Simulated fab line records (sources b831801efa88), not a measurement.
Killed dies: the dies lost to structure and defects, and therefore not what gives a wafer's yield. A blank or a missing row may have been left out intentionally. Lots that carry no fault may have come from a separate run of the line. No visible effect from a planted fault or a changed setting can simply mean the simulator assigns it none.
Split-lot trial -- flow gf180mcu -- 5 lots, 23 wafers read, on a route of 602 steps

ON THE SPLIT
At GF_M4_SPUTTER_01 (material TiN, target thk 30 nm, time 25 s), the setting power_w was moved away from the recipe's 6500 W on 4 of the 23 wafers read, by -9.4% to -7.2%. All remaining wafers had this setting at the recipe value.

Reading taken at the split's own step.

THE READING
TiN_of_M4_SPUTTER_01.thk_nm (the simulator's own value, which no gauge read), in nm, at GF_M4_SPUTTER_01 (material TiN, target thk 30 nm, time 25 s). The file does not state a usual value for it. The 19 wafers here that ran the recipe average 30.07 nm, standard deviation 0.26 nm.

wafer,"tool, chamber at the split","power_w as run, W",against the recipe,"TiN_of_M4_SPUTTER_01.thk_nm, nm",against lot-mates on the recipe
L074.1,"pvd_sputter-02, -",6500,recipe,29.87,-
L074.4,"pvd_sputter-02, -",6500,recipe,29.89,-
L074.6,"pvd_sputter-02, -",6500,recipe,30.31,-
L078.1,"pvd_sputter-03, -",6029,-7.2%,28.03,-2.12
L078.2,"pvd_sputter-03, -",6500,recipe,30.14,-
L078.3,"pvd_sputter-03, -",6500,recipe,30.39,-
L078.4,"pvd_sputter-03, -",6500,recipe,29.93,-
L078.6,"pvd_sputter-03, -",6029,-7.2%,28.19,-1.96
L079.1,"pvd_sputter-04, -",6500,recipe,30.12,-
L079.2,"pvd_sputter-04, -",6500,recipe,30.51,-
L079.3,"pvd_sputter-04, -",6500,recipe,29.78,-
L079.5,"pvd_sputter-04, -",6500,recipe,29.76,-
L079.6,"pvd_sputter-04, -",6500,recipe,30.14,-
L082.1,"pvd_sputter-03, -",6500,recipe,29.93,-
L082.3,"pvd_sputter-03, -",6500,recipe,29.68,-
L082.4,"pvd_sputter-03, -",6500,recipe,29.95,-
L082.5,"pvd_sputter-03, -",6500,recipe,30.21,-
L082.6,"pvd_sputter-03, -",6500,recipe,29.64,-
L085.1,"pvd_sputter-02, -",6500,recipe,30.22,-
L085.2,"pvd_sputter-02, -",5890,-9.4%,27.44,-2.90
L085.4,"pvd_sputter-02, -",6500,recipe,30.36,-
L085.5,"pvd_sputter-02, -",6500,recipe,30.44,-
L085.6,"pvd_sputter-02, -",5890,-9.4%,27.51,-2.83

THE FIT
A straight line over all 23 wafers: TiN_of_M4_SPUTTER_01.thk_nm changes by +0.274 nm for each +1% of power_w; r = +0.97; the points scatter about the line by 0.25 nm.
The same after taking each lot's own level away (the mean of its wafers on the recipe; 23 wafers): +0.297 nm for each +1%; r = +0.98; scatter 0.21 nm.
On that fit, the largest move of power_w shifts the reading by 2.8 nm.
The span of the lots' own levels, 29.882 to 30.340 nm, comes to 1.8 times the standard deviation stated above.
The two slopes are in agreement: the lot-to-lot level therefore moves the slope only a little.
Check: with one of the wafers moved furthest among these (-9.4%) left out of the fit, the line predicts -2.73 nm for it against its lot-mates. It came out at -2.9 nm against them.

OTHER SPLITS APPLIED TO THESE WAFERS
Other splits were also applied to these wafers ahead of the reading. Each is held against what the fit with the lots' levels taken away leaves over:
other split on the same wafers,wafers away from the commonest value,r with TiN_of_M4_SPUTTER_01.thk_nm (lot level and that fit taken away)
GF_V2_PEB_12 peb_time_s,8,-0.16
GF_V2_CVD_23 temp_c,9,-0.14
GF_M3_SPUTTER_02 power_w,8,+0.06

THE FILE'S OWN FIT
TiN_of_M4_SPUTTER_01.thk_nm changes by +0.297 nm for each +1% of power_w, r = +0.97.
